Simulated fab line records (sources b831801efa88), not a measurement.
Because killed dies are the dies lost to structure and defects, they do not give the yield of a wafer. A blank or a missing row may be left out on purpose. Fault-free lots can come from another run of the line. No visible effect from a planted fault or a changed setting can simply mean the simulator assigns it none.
What tool caused it? -- flow gf180mcu -- 42 wafers from 14 lots sampled at 4 of the route's 602 steps

== WHAT EACH GAUGE READ, for each wafer ==
GF_HV_LDD_CD_MEAS_31: target cd 400 nm. Usual: 400.6 nm for cd_nm, sd 2.
lot,measured,on,cd_nm (nm),flag
L491,day 11 09:28,cd_sem-02,402.8 403.1 404.1,
L492,day 11 11:43,cd_sem-02,401.2 398.8 400.7,
L493,day 11 23:36,cd_sem-02,399.2 401.3 400.3,
L494,day 12 10:36,cd_sem-01,400.5 400.8 400.5,
L495,day 12 15:54,cd_sem-01,399.0 400.0 400.2,
L496,day 12 22:54,cd_sem-01,400.8 398.8 399.3,
L497,day 13 10:15,cd_sem-02,402.0 402.8 401.0,
L502,day 14 17:43,cd_sem-01,401.2 400.0 402.8,
L506,day 16 16:17,cd_sem-02,397.4 401.1 398.9,
L507,day 17 03:25,cd_sem-01,400.1 401.0 401.7,
L508,day 17 06:41,cd_sem-02,395.6 397.2 398.0,
L509,day 17 13:15,cd_sem-02,402.6 401.8 404.1,
L510,day 18 01:59,cd_sem-02,400.6 398.9 400.1,
L513,day 18 19:50,cd_sem-01,401.1 402.6 403.0,

GF_CONTACT_BOW_MEAS_05. Usual: CONTACT_BOW gives 64 um (standard deviation 6.2).
lot,measured,on,CONTACT_BOW (um),flag
L491,day 14 22:38,film_metro-03,68 57 69,
L492,day 15 02:17,film_metro-04,71 63 62,
L493,day 15 15:05,film_metro-03,53 55 64,
L494,day 16 03:17,film_metro-04,72 65 63,
L495,day 16 10:37,film_metro-03,64 47 76,
L496,day 16 17:26,film_metro-01,69 56 68,
L497,day 17 06:28,film_metro-03,63 65 51,
L502,day 23 19:10,film_metro-03,58 62 56,
L506,day 25 21:41,film_metro-01,63 60 57,
L507,day 26 09:40,film_metro-01,68 64 74,
L508,day 21 13:53,film_metro-01,72 66 66,
L509,day 21 20:45,film_metro-04,65 74 58,
L510,day 22 07:26,film_metro-04,69 77 59,
L513,day 23 01:44,film_metro-01,74 77 69,

== EACH LOT AND THE TOOL THAT RAN IT (in order: tool; ch and the chambers of the sampled wafers; start) ==
lot,GF_PSD_STRIP_10,GF_SALICIDE_SPUTTER_02
L491,"plasma_asher-03 ch 0,1, day 14 00:32","pvd_sputter-01, day 14 21:31"
L492,"plasma_asher-03 ch 0,1, day 14 04:00","pvd_sputter-01, day 15 01:12"
L493,"plasma_asher-04 ch 0,1, day 14 15:39","pvd_sputter-01, day 15 14:00"
L494,"plasma_asher-01 ch 0,1, day 15 04:02","pvd_sputter-01, day 16 02:14"
L495,"plasma_asher-01 ch 0,1, day 15 11:02","pvd_sputter-04, day 16 09:32"
L496,"plasma_asher-03 ch 0,1, day 15 17:27","pvd_sputter-04, day 16 16:22"
L497,"plasma_asher-03 ch 0,1, day 16 06:03","pvd_sputter-03, day 17 05:22"
L502,"plasma_asher-03 ch 0,1, day 17 17:53","pvd_sputter-03, day 23 18:02"
L506,"plasma_asher-04 ch 0,1, day 19 19:20","pvd_sputter-03, day 25 20:35"
L507,"plasma_asher-01 ch 0,1, day 20 08:15","pvd_sputter-04, day 26 08:35"
L508,"plasma_asher-04 ch 0,1, day 20 11:40","pvd_sputter-01, day 21 12:47"
L509,"plasma_asher-04 ch 0,1, day 20 18:12","pvd_sputter-04, day 21 19:39"
L510,"plasma_asher-01 ch 0,1, day 21 06:12","pvd_sputter-01, day 22 06:20"
L513,"plasma_asher-03 ch 0,1, day 22 01:02","pvd_sputter-04, day 23 00:40"
- GF_PSD_STRIP_10: strips in O2/N2.
- GF_SALICIDE_SPUTTER_02: material Co, target thk 10 nm, time 20 s.

== WHAT THE TOOLS THEMSELVES READ (means of the sampled wafers that have a number; where no wafer has one, the mark that the record gives instead) ==
GF_PSD_STRIP_10. Usual: drypump_motor_current_A 6.0 A, standard deviation 0.52; heater_power_w 331 W, standard deviation 33; n2_flow_sccm 299.9 sccm, standard deviation 0.83; oes_product_au 0.591 a.u., standard deviation 0.0047; platen_temp_c 250.02 C, standard deviation 0.21; strip_time_to_endpoint_s 16.52 s, standard deviation 0.034.
lot,tool,drypump_motor_current_A (A),heater_power_w (W),n2_flow_sccm (sccm),oes_product_au (a.u.),platen_temp_c (C),strip_time_to_endpoint_s (s),flag
L491,plasma_asher-03,6.5,332,299.1,0.593,250.23,16.52,
L492,plasma_asher-03,6.5,333,299.9,0.591,250.02,16.53,
L493,plasma_asher-04,5.4,304,299.6,0.587,249.95,16.53,
L494,plasma_asher-01,5.8,381,299.9,0.589,250.03,16.48,
L495,plasma_asher-01,5.8,381,299.8,0.591,250.24,16.54,
L496,plasma_asher-03,6.5,333,300.5,0.588,250.06,16.50,
L497,plasma_asher-03,6.5,338,299.4,0.596,249.99,16.50,
L502,plasma_asher-03,6.3,335,298.5,0.590,250.30,16.51,
L506,plasma_asher-04,5.6,292,299.2,0.591,250.07,16.54,
L507,plasma_asher-01,5.8,377,300.7,0.596,250.08,16.48,
L508,plasma_asher-04,5.6,289,300.1,0.588,249.99,16.59,
L509,plasma_asher-04,5.4,304,299.1,0.591,249.91,16.53,
L510,plasma_asher-01,6.1,351,300.1,0.587,249.90,16.52,
L513,plasma_asher-03,6.3,353,300.0,0.591,249.94,16.48,

GF_SALICIDE_SPUTTER_02. Usual: 30.5 % for throttle_valve_pct, sd 1.3.
lot,tool,throttle_valve_pct (%),flag
L491,pvd_sputter-01,31.7,
L492,pvd_sputter-01,31.4,
L493,pvd_sputter-01,31.2,
L494,pvd_sputter-01,31.5,
L495,pvd_sputter-04,30.0,
L496,pvd_sputter-04,29.9,
L497,pvd_sputter-03,31.0,
L502,pvd_sputter-03,30.3,
L506,pvd_sputter-03,30.3,
L507,pvd_sputter-04,30.0,
L508,pvd_sputter-01,30.4,
L509,pvd_sputter-04,29.2,
L510,pvd_sputter-01,31.3,
L513,pvd_sputter-04,29.6,

== THE ANSWER, worked out from the rows above alone ==
Rule: lot off if the mean of its wafers having a number is beyond 3 standard deviations from the usual mean. A lot without any number at a reading at which 4 lots or more have one is off too. The other lots that the step has rows for count as sound. First the gauges in route order, then the tools' own readings, where a lot's mean is used as printed above. The first step at which some lot is off is used, and at that step the reading that is off furthest; a lot without a number counts as furthest.
Across all readings shown, no lot is off: no conclusion can be drawn from this.

== WHAT HAD BEEN PUT IN BY THE SIMULATOR ==
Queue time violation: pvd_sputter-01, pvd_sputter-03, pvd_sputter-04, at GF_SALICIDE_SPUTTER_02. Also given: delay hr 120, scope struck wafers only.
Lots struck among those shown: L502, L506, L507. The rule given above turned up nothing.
